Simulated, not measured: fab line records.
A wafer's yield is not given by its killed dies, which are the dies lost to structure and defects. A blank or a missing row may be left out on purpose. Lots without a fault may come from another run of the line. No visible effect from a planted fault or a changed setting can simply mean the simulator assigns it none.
Struck lot and sound lot, side by side    flow gf180mcu    16 out of 602 route steps
Sound: wafers L364.4, L364.5, L364.6. Struck: wafer L358.2; the same lot's L358.5 was not struck, so it is left out; see the end for the cause.
At each step with rows: each side's tool, then ch and its chambers, then its first start. Under that, the readings that differ: sound wafers    struck wafers    difference of the means    sigmas: that difference in standard deviations of wafers without a fault.
alike: a reading whose means differ by less than 2 such deviations, as well as words and numbers matching on both sides. not compared: withheld readings; readings where some wafer has no value; bounds like >300 that might hide an equal value; numbers whose values overlap and for which the record gives no deviation.
Wherever a step has rows on one side only, a row that says differs or no value, or a row with sigmas, the two part there. When numbers do not overlap yet have no deviation, they are printed without sigmas and do not part them. A reading missing from all wafers of one side parts the sides only when that side holds two or more wafers.

GF_POLY_GATE_ETCH_13: etches poly-Si in HBr/Cl2, stops on SiO2, target depth 198.5 nm, time 69.6 s.
  sound on rie-si-01 ch 0,1,3, day 13 17:17; struck on rie-si-01 ch 2, day 12 01:56
reading               sound              struck  difference  sigmas
HBr_flow_sccm (sccm)  150.5 150.3 150.9  149.0   -1.6        -4
  alike: bias-w, drypump-motor-current-A, oes-product-au, throttle-valve-pct
  not compared: rf-hours-counter-h
GF_POLY_GATE_STRIP_14: strips in O2/N2.
  sound on plasma-asher-03 ch 0,1, day 13 17:22; struck on plasma-asher-02 ch 0, day 12 01:59
reading                      sound        struck  difference                    sigmas
drypump-motor-current-A (A)  6.0 6.1 6.0  4.8     -1.2                          -3
heater-power-w (W)           291 342 278  454     +150                          +3
rf-hours-counter-h (h)       - - -        61      no value on the sound wafers  
  alike: oes-product-au, platen-temp-c
then, 2 steps without rows for these wafers: GF_POLY_GATE_CLEAN_15 (cleans in SC1/SC2, time 150 s); GF_POLY_GATE_OXIDATION_16 (stabilise 600 s, purge 300 s, target thk 4 nm).
GF_POLY_GATE_THK_MEAS_17:
  sound: film-metro-02 at day 13 18:46; struck: film-metro-01 at day 12 03:24
  alike: POLY_GATE_OXIDATION_THK
GF_POLY_GATE_CD_MEAS_18:
  sound: cd-sem-01 at day 13 18:53; struck: cd-sem-01 at day 12 03:29
  alike: cd-nm
then, 6 steps without rows for these wafers: GF_HV_LDD_DEHYDRATE_00 (time 60 s); GF_HV_LDD_HMDS_01 (prime time 60 s); GF_HV_LDD_COAT_02 (resist thk 1000 nm); GF_HV_LDD_SOFTBAKE_03 (time 60 s); GF_HV_LDD_EXPOSE_04 (exposes mask Nplus LV AREA, target cd 400 nm); GF_HV_LDD_PEB_05.
GF_HV_LDD_DEVELOP_06: develop time 60 s.
  sound on litho-track-03 ch 0, day 14 15:08; struck on litho-track-01 ch 0, day 12 22:36
reading          sound           struck  difference  sigmas
exhaust-pa (Pa)  46.1 46.8 45.5  44.2    -1.9        -2
GF_HV_LDD_CD_MEAS_07: target cd 400 nm.
  sound: cd-sem-01 at day 14 15:16; struck: cd-sem-02 at day 12 22:45
reading     sound              struck  difference  sigmas
cd-nm (nm)  403.3 403.6 405.0  414.3   +10.3       +5
GF_HV_LDD_OVL_MEAS_08:
  sound: overlay-02 at day 14 15:21; struck: overlay-01 at day 12 22:51
  alike: HV_LDD_OVL
after that, 1 step had no rows for these wafers: GF_PASSIVATION_PROBE_99.

== WHERE THEY PART ==
At GF_POLY_GATE_ETCH_13 first; at GF_HV_LDD_CD_MEAS_07 last (within this record only). Later steps at which nothing parts them and some readings are alike: GF_HV_LDD_OVL_MEAS_08.

WHY: what the simulator had put in
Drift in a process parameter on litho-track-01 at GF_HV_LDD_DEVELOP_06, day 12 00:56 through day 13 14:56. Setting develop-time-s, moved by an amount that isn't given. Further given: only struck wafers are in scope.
